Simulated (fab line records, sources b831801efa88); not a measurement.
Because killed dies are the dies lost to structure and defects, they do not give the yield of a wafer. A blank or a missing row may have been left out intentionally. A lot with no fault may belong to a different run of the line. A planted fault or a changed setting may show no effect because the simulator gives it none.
A struck lot beside a sound one	flow sfq-line	18 out of 325 route steps
Sound: the wafers L451.2, L451.4, L451.6. Struck: wafer L442.5. (L442.6 of the same lot was not struck and is left out.) The cause comes at the end.
At each step with rows: each side's tool, then ch and its chambers, then its first start. Under that, the readings that differ: sound wafers	struck wafers	difference of the means	sigmas: that difference in standard deviations of wafers without a fault.
alike: words and numbers the same on both sides, and readings whose means are apart by under 2 such deviations; not compared: readings that were withheld, readings missing a value for some wafer, numbers with overlapping values and no deviation given by the record, and bounds like >300 which may hide the same value.
Wherever a step has rows on one side only, a row that says differs or no value, or a row with sigmas, the two part there. Numbers that have no deviation but don't overlap get no sigmas and don't part them. A reading missing from all wafers of one side parts the sides only when that side holds two or more wafers.

SFQ_TRILAYER_M4_BARC_OPEN_METAL_ETCH_123: etches BARC in O2, target depth 125 nm, time 41.7 s.
  sound on rie-metal-04 ch 0,1, day 56 11:16; struck on rie-metal-03 ch 1, day 47 10:50
reading	sound	struck	difference	sigmas
he-backside-leak-sccm (sccm)	3.33 3.08 3.23	3.87	+0.66	+3
  alike: drypump-motor-current-A, oes-product-au
  not compared: rf-hours-counter-h
SFQ_TRILAYER_M4_ETCH_METAL_ETCH_096: etches Nb in Cl2/Ar, stops on SiO2, target depth 240 nm, time 120 s.
  sound on rie-metal-04 ch 0,1, day 56 11:20; struck on rie-metal-03 ch 1, day 47 10:56
  alike: drypump-motor-current-A, he-backside-leak-sccm, oes-product-au
  not compared: rf-hours-counter-h
then, 2 steps without rows for these wafers: SFQ_TRILAYER_M4_STRIP_STRIP_097 (strips in O2); SFQ_TRILAYER_M4_STRIP_SOLV_CLEAN_098 (cleans in NMP, time 600 s).
SFQ_TRILAYER_I4_DEP_PECVD_099: deposits SiO2 from SiH4/N2O, time 111.11 s, target thk 500 nm.
  sound on pecvd-01 ch 0,1,2, day 56 12:14; struck on pecvd-03 ch 2, day 47 11:47
reading	sound	struck	difference	sigmas
throttle-valve-pct (%)	22.5 22.8 22.2	26.2	+3.7	+2
  alike: heater-power-w, susceptor-temp-C
SFQ_TRILAYER_I4_CMP_CMP_100: polishes SiO2.
  sound on cmp-02 ch 0,3, day 56 12:19; struck on cmp-02 ch 3, day 47 23:35
  alike: motor-current-A, time-to-endpoint-s
SFQ_I4_BOW_MEAS_927:
  sound: film-metro-04 at day 56 15:20; struck: film-metro-02 at day 48 00:40
  alike: I4_BOW
then, 5 steps without rows for these wafers: SFQ_TRILAYER_I4_METRO_MEASURE_101; SFQ_TRILAYER_I4_VIA_LITHO_COAT_108 (resist thk 62 nm); SFQ_TRILAYER_I4_VIA_LITHO_COAT_103 (resist thk 650 nm); SFQ_TRILAYER_I4_VIA_LITHO_SOFTBAKE_107; SFQ_TRILAYER_I4_VIA_LITHO_EXPOSE_104 (exposes mask I4, target cd 700 nm).
-- the record jumps here: 5 days lie between the struck wafers' starts before and after --
SFQ_TRILAYER_I4_VIA_LITHO_PEB_106: peb time 60 s.
  sound on litho-track-03 ch 0, day 62 02:27; struck on litho-track-04 ch 0, day 53 01:16
reading	sound	struck	difference	sigmas
heater-power-total-W (W)	79.20 79.05 79.22	82.32	+3.16	+43
then, 1 step without rows for these wafers: SFQ_TRILAYER_I4_VIA_LITHO_DEVELOP_105 (time 60 s).
SFQ_I4_OVL_MEAS_928:
  sound: overlay-02 at day 62 02:44; struck: overlay-02 at day 53 01:29
  alike: I4_OVL
SFQ_TRILAYER_I4_VIA_BARC_OPEN_VIA_ETCH_146: etches BARC in O2, target depth 125 nm, time 41.7 s.
  sound on rie-diel-02 ch 0,1,3, day 62 02:46; struck on rie-diel-02 ch 3, day 53 01:32
reading	sound	struck	difference	sigmas
model.I4.cd-nm (nm)	701.5 703 701.6	684.1	-17.9	
  alike: drypump-motor-current-A, oes-product-au
  not compared: rf-hours-counter-h
SFQ_TRILAYER_I4_VIA_ETCH_VIA_ETCH_106: etches SiO2 in CHF3, stops on Nb, target depth 260 nm.
  sound on rie-diel-02 ch 0,1,3, day 62 02:48; struck on rie-diel-02 ch 3, day 53 01:36
reading	sound	struck	difference	sigmas
model.I4.cd-nm (nm)	700.3 701.9 700.6	681.2	-19.7	
  alike: drypump-motor-current-A, oes-product-au
SFQ_TRILAYER_I4_VIA_STRIP_STRIP_107: strips in O2.
  sound on rie-metal-03 ch 0,1, day 62 02:55; struck on rie-metal-03 ch 0, day 53 02:04
reading	sound	struck	difference	sigmas
oes-product-au (a.u.)	0.997 0.992 0.993	1.016	+0.022	+3
  alike: drypump-motor-current-A, he-backside-leak-sccm
  not compared: rf-hours-counter-h

## WHERE THEY PART
At SFQ_TRILAYER_M4_BARC_OPEN_METAL_ETCH_123 first; at SFQ_TRILAYER_I4_VIA_STRIP_STRIP_107 last (within this record only).

WHY: what had been put in by the simulator
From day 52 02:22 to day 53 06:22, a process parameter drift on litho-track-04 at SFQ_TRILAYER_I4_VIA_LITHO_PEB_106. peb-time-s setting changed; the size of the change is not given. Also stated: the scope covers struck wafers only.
